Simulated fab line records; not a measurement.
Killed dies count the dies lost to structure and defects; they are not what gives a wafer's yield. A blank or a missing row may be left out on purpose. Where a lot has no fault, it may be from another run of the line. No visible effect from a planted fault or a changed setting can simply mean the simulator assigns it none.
What tool caused it?	flow sky130	10 lots with 30 wafers sampled at 3 steps, on a route of 708 steps

## WHAT EACH GAUGE READ, for each wafer
SKY_VIA2_THK_MEAS_01. Usual: VIA2_HDPCVD_THK typically reads 1165 nm, with standard deviation 16.
lot	measured	on	VIA2_HDPCVD_THK (nm)	flag
L991	day 35 23:00	film-metro-03	1167 1154 1161	
L992	day 36 07:40	film-metro-03	1161 1175 1156	
L995	day 37 00:37	film-metro-04	1160 1151 1150	
L999	day 38 05:46	film-metro-04	1158 1183 1181	
L105	day 39 16:41	film-metro-04	1186 1158 1176	
L104	day 39 18:02	film-metro-03	1184 1181 1190	
L107	day 40 12:14	film-metro-03	1184 1121 1135	
L110	day 41 04:47	film-metro-01	1192 1172 1184	
L112	day 41 22:18	film-metro-03	1156 1178 1159	
L114	day 42 04:07	film-metro-01	1161 1140 1174	

## EACH LOT AND THE TOOL THAT RAN IT (in order: tool; ch and the chambers of the sampled wafers; start)
lot	SKY_METAL1_METAL_ETCH_19	SKY_METAL1_STRIP_20
L991	rie-metal-04 ch 0,1, day 33 14:38	plasma-asher-01 ch 0,1, day 33 14:44
L992	rie-metal-03 ch 0, day 33 21:49	plasma-asher-01 ch 0, day 33 21:58
L995	rie-metal-03 ch 0,1, day 34 14:35	plasma-asher-04 ch 0,1, day 34 14:40
L999	rie-metal-03 ch 0,1, day 35 20:58	plasma-asher-01 ch 0,1, day 35 21:03
L105	rie-metal-03 ch 0,1, day 37 09:54	plasma-asher-01 ch 1, day 37 09:59
L104	rie-metal-03 ch 0,1, day 37 11:55	plasma-asher-03 ch 0,1, day 37 12:01
L107	rie-metal-01 ch 1, day 38 07:05	plasma-asher-01 ch 0, day 38 07:10
L110	rie-metal-04 ch 0,1, day 39 00:31	plasma-asher-01 ch 0,1, day 39 00:37
L112	rie-metal-03 ch 1, day 39 18:05	plasma-asher-04 ch 0,1, day 39 18:10
L114	rie-metal-03 ch 0,1, day 39 23:50	plasma-asher-01 ch 0,1, day 39 23:55
- SKY_METAL1_METAL_ETCH_19: etches the open film in Cl2/BCl3, stops on SiO2, target depth 360 nm, time 78 s.
- SKY_METAL1_STRIP_20: strips in O2/N2.

## AS READ BY THE TOOLS THEMSELVES (means over the sampled wafers that have a number; for cases with no such wafer, the mark the record gives instead)
SKY_METAL1_METAL_ETCH_19. Usual: bias-w 48.50 W, standard deviation 0.13; drypump-motor-current-A 5.5 A, standard deviation 0.42; oes-product-au 0.854 a.u., standard deviation 0.0063; throttle-valve-pct 22.265 %, standard deviation 0.0088.
lot	tool	bias-w (W)	drypump-motor-current-A (A)	oes-product-au (a.u.)	throttle-valve-pct (%)	flag
L991	rie-metal-04	48.46	5.1	0.850	22.257	
L992	rie-metal-03	48.47	5.3	0.854	22.268	
L995	rie-metal-03	48.48	5.7	0.859	22.262	
L999	rie-metal-03	44.20	5.5	0.852	22.268	OFF
L105	rie-metal-03	44.25	5.5	0.859	22.265	OFF
L104	rie-metal-03	46.32	5.7	0.852	22.267	OFF
L107	rie-metal-01	48.41	5.9	0.856	22.258	
L110	rie-metal-04	48.62	5.5	0.861	22.277	
L112	rie-metal-03	48.56	6.0	0.853	22.261	
L114	rie-metal-03	48.60	5.5	0.858	22.265	

SKY_METAL1_STRIP_20. Usual: drypump-motor-current-A 5.9 A, standard deviation 0.48; oes-product-au 0.342 a.u., standard deviation 0.0052; strip-time-to-endpoint-s 2.66 s, standard deviation 0.044.
lot	tool	drypump-motor-current-A (A)	oes-product-au (a.u.)	strip-time-to-endpoint-s (s)	flag
L991	plasma-asher-01	6.1	0.344	2.65	
L992	plasma-asher-01	6.4	0.341	2.70	
L995	plasma-asher-04	5.8	0.343	2.67	
L999	plasma-asher-01	6.1	0.343	2.78	
L105	plasma-asher-01	5.6	0.349	2.81	OFF
L104	plasma-asher-03	5.4	0.347	2.70	
L107	plasma-asher-01	6.4	0.342	2.65	
L110	plasma-asher-01	6.1	0.345	2.72	
L112	plasma-asher-04	5.8	0.346	2.67	
L114	plasma-asher-01	6.1	0.342	2.67	

## THE ANSWER, worked out from the rows above alone
Rule: a lot is off if the mean of its wafers that have a number lies more than 3 standard deviations from the usual mean. Also off: a lot with no number at a reading for which 4 or more lots have one. All remaining lots with rows at the step are treated as sound. First the gauges in route order, then the tools' own readings, where a lot's mean is used as printed above. At the first step where some lot is off, the reading lying furthest off is the one used; lots without a number count as furthest.
Off at SKY_METAL1_METAL_ETCH_19 (bias-w): L999, L105, L104.
A tool fits if, at that step or a process step before it, it ran every lot that is off, and no sound lot after the first of them. Of those tried, none fits.

## WHAT WAS PUT IN BY THE SIMULATOR
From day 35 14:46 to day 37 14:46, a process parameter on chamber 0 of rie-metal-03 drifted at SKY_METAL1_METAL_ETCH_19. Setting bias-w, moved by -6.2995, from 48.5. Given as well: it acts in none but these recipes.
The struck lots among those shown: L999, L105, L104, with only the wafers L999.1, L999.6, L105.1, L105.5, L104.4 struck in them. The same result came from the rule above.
